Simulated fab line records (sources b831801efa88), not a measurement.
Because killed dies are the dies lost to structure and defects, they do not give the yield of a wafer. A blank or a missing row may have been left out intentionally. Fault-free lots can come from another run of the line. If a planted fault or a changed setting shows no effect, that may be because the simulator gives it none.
What tool caused it? -- flow gf180mcu -- 15 lots, 45 wafers sampled, at 5 steps of a route of 602

## WHAT EACH GAUGE READ, for each wafer
GF_MVSD_OVL_MEAS_07.
lot,measured,on,MVSD_OVL (nm)
L281,day 4 13:28,overlay-01,0.7 1.7 0.5
L282,day 4 16:27,overlay-02,-1.5 -3.0 -1.3
L283,day 4 22:01,overlay-01,1.2 -0.5 0.0
L284,day 5 06:22,overlay-02,0.8 0.8 2.4
L291,day 7 00:39,overlay-02,1.5 -0.3 -1.3
L292,day 7 04:52,overlay-02,-0.3 -0.7 -0.8
L293,day 7 09:16,overlay-02,-0.1 -2.6 -4.2
L297,day 8 07:58,overlay-01,-0.7 1.1 0.9
L298,day 8 14:25,overlay-01,1.8 -2.0 -0.3
L299,day 8 18:57,overlay-02,0.1 0.0 -1.6
L300,day 9 00:07,overlay-01,-0.9 0.0 -0.1
L301,day 9 09:51,overlay-02,0.7 -0.8 -0.2
L302,day 9 13:01,overlay-02,-0.1 -0.4 1.2
L303,day 9 16:18,overlay-01,1.2 -0.8 0.9
L304,day 10 00:43,overlay-02,-1.2 1.0 -3.0

GF_MVSD_TW_MEAS_11.
lot,measured,on,MVSD_TW
L281,day 4 13:53,filmMetro-04,1566 1569 1567
L282,day 4 16:53,filmMetro-04,1563 1566 1556
L283,day 4 22:27,filmMetro-01,1589 1593 1598
L284,day 5 06:49,filmMetro-01,1594 1590 1585
L291,day 7 01:07,filmMetro-03,30 30 30
L292,day 7 05:19,filmMetro-03,30 30 30
L293,day 7 09:41,filmMetro-03,30 30 30
L297,day 8 08:24,filmMetro-01,1591 1592 1591
L298,day 8 14:51,filmMetro-01,1589 1588 1591
L299,day 8 19:23,filmMetro-01,1596 1588 1594
L300,day 9 00:32,filmMetro-03,1583 1582 1596
L301,day 9 10:17,filmMetro-01,1592 1587 1592
L302,day 9 13:27,filmMetro-01,1583 1586 1585
L303,day 9 16:44,filmMetro-03,1590 1590 1591
L304,day 10 01:09,filmMetro-01,1597 1588 1592

GF_VT_IMPLANT_OVL_MEAS_07.
lot,measured,on,VT_IMPLANT_OVL (nm)
L281,day 5 18:37,overlay-01,1.1 -0.9 0.7
L282,day 5 21:37,overlay-01,1.8 -0.4 0.0
L283,day 6 04:02,overlay-01,-0.3 -0.3 -1.0
L284,day 6 12:49,overlay-02,-0.4 -0.6 -2.8
L291,day 8 09:15,overlay-02,2.1 2.3 1.9
L292,day 8 13:49,overlay-02,1.0 -0.3 -0.4
L293,day 8 18:28,overlay-02,0.7 1.8 1.3
L297,day 9 17:23,overlay-01,0.4 0.8 0.8
L298,day 10 01:07,overlay-02,0.1 -0.3 -0.4
L299,day 10 05:06,overlay-02,1.0 2.4 2.1
L300,day 10 11:04,overlay-02,2.0 -0.7 1.8
L301,day 10 21:22,overlay-01,1.4 1.7 1.0
L302,day 11 01:11,overlay-01,1.5 1.5 2.2
L303,day 11 05:19,overlay-02,-0.5 -0.2 -0.6
L304,day 11 13:56,overlay-01,0.4 0.3 0.9

## WHAT TOOL EACH LOT RAN ON (gives the tool, then ch and the chambers of the sampled wafers, and finally the start)
lot,GF_LVPWELL_STRIP_10,GF_MVSD_STRIP_10
L281,"plasmaAsher-02 ch 1, day 4 00:05","plasmaAsher-03 ch 0,1, day 4 13:47"
L282,"plasmaAsher-02 ch 0, day 4 03:14","plasmaAsher-03 ch 0,1, day 4 16:47"
L283,"plasmaAsher-01 ch 0,1, day 4 08:13","plasmaAsher-01 ch 0,1, day 4 22:20"
L284,"plasmaAsher-02 ch 0,1, day 4 15:43","plasmaAsher-01 ch 0,1, day 5 06:43"
L291,"plasmaAsher-02 ch 0,1, day 6 09:41","plasmaAsher-03 ch 0,1, day 7 00:59"
L292,"plasmaAsher-02 ch 0,1, day 6 13:28","plasmaAsher-04 ch 0,1, day 7 05:13"
L293,"plasmaAsher-04 ch 0,1, day 6 18:10","plasmaAsher-01 ch 0,1, day 7 09:35"
L297,"plasmaAsher-04 ch 0,1, day 7 15:35","plasmaAsher-04 ch 0,1, day 8 08:17"
L298,"plasmaAsher-04 ch 0,1, day 7 22:19","plasmaAsher-04 ch 0,1, day 8 14:44"
L299,"plasmaAsher-02 ch 0,1, day 8 02:31","plasmaAsher-04 ch 0,1, day 8 19:17"
L300,"plasmaAsher-02 ch 0,1, day 8 07:35","plasmaAsher-04 ch 0,1, day 9 00:26"
L301,"plasmaAsher-02 ch 0,1, day 8 16:53","plasmaAsher-01 ch 1, day 9 10:11"
L302,"plasmaAsher-02 ch 0,1, day 8 20:10","plasmaAsher-04 ch 0,1, day 9 13:20"
L303,"plasmaAsher-02 ch 0,1, day 8 23:46","plasmaAsher-01 ch 0,1, day 9 16:38"
L304,"plasmaAsher-04 ch 0,1, day 9 07:07","plasmaAsher-01 ch 0,1, day 10 01:02"
- GF_LVPWELL_STRIP_10: strips in O2/N2.
- GF_MVSD_STRIP_10: strips in O2/N2.

## WHAT THE TOOLS THEMSELVES READ (means of the sampled wafers that have a number; where no wafer has one, the mark that the record gives instead)
GF_LVPWELL_STRIP_10.
lot,tool,chamberPressureMTorr (mTorr),drypumpMotorCurrentA (A),heaterPowerW (W),oesProductAu (a.u.),platenTempC (C),stripTimeToEndpointS (s)
L281,plasmaAsher-02,1500.5,5.4,387,0.723,249.83,36.81
L282,plasmaAsher-02,1501.4,5.9,309,0.727,249.92,36.77
L283,plasmaAsher-01,1501.6,5.7,337,0.725,249.82,36.86
L284,plasmaAsher-02,1501.0,5.6,361,0.724,249.97,36.97
L291,plasmaAsher-02,-,-,-,-,-,-
L292,plasmaAsher-02,-,-,-,-,-,-
L293,plasmaAsher-04,-,-,-,-,-,-
L297,plasmaAsher-04,1500.3,6.0,320,0.723,249.93,37.07
L298,plasmaAsher-04,1500.0,6.3,304,0.717,249.99,36.91
L299,plasmaAsher-02,1499.2,5.7,332,0.724,249.75,37.00
L300,plasmaAsher-02,1499.3,5.7,334,0.722,250.19,36.80
L301,plasmaAsher-02,1500.2,5.6,371,0.725,250.23,36.76
L302,plasmaAsher-02,1500.4,5.6,364,0.723,249.93,36.93
L303,plasmaAsher-02,1500.7,5.6,360,0.722,249.85,37.02
L304,plasmaAsher-04,1499.7,6.2,302,0.722,250.08,36.98

GF_MVSD_STRIP_10.
lot,tool,chamberPressureMTorr (mTorr),drypumpMotorCurrentA (A),heaterPowerW (W),oesProductAu (a.u.),platenTempC (C),stripTimeToEndpointS (s)
L281,plasmaAsher-03,1499.6,6.1,306,0.730,249.89,36.96
L282,plasmaAsher-03,1500.3,5.9,305,0.720,249.96,37.07
L283,plasmaAsher-01,1499.5,5.4,336,0.724,249.90,36.96
L284,plasmaAsher-01,1499.4,5.7,335,0.720,249.91,37.02
L291,plasmaAsher-03,1499.5,5.9,305,0.739,249.92,81.19
L292,plasmaAsher-04,1499.9,6.2,303,0.744,249.91,81.18
L293,plasmaAsher-01,1499.3,5.5,337,0.743,249.72,81.26
L297,plasmaAsher-04,1499.8,5.9,321,0.726,249.81,36.97
L298,plasmaAsher-04,1500.2,6.2,303,0.719,250.13,36.94
L299,plasmaAsher-04,1499.3,6.2,298,0.724,249.93,36.98
L300,plasmaAsher-04,1500.5,6.0,319,0.720,249.83,36.84
L301,plasmaAsher-01,1499.7,6.0,347,0.720,249.96,37.12
L302,plasmaAsher-04,1499.9,5.9,320,0.725,250.20,36.93
L303,plasmaAsher-01,1499.5,5.7,337,0.723,250.02,36.97
L304,plasmaAsher-01,1500.2,5.7,341,0.723,250.11,36.83

## THE ANSWER, worked out from the rows above alone
Rule: what is usual is taken from the lots themselves. Put in order of their means at a reading, lots are off if they are a third of the lots or fewer, leave a main group of 4 or more, and stand apart from it by a gap of 3 or more times the standard deviation of the main group's means; of several such gaps the widest counts. A main group whose means are all the same, to the digits that the tables above print for the reading, isn't used. A lot without any number at a reading at which 4 lots or more have one is off too. The other lots that the step has rows for count as sound. Order of review: gauges by route order, followed by the tools' own readings, for which a lot's mean as printed above is used. At the first step where some lot is off, the reading lying furthest off is the one used; lots without a number count as furthest.
Off: at GF_MVSD_TW_MEAS_11 (MVSD_TW), L291, L292, L293. The main group has a mean of 1586 with a standard deviation of 9.9.
If a tool, at a process step before that reading, ran all the lots that are off and no sound lot after the first of them, it fits. Not tried: the gauges at GF_MVSD_TW_MEAS_11; whatever is off there is also off at GF_LVPWELL_STRIP_10, on other tools, and gauge error can't account for it. Not one of the candidates tried fits.

## WHAT THE SIMULATOR HAD PUT IN
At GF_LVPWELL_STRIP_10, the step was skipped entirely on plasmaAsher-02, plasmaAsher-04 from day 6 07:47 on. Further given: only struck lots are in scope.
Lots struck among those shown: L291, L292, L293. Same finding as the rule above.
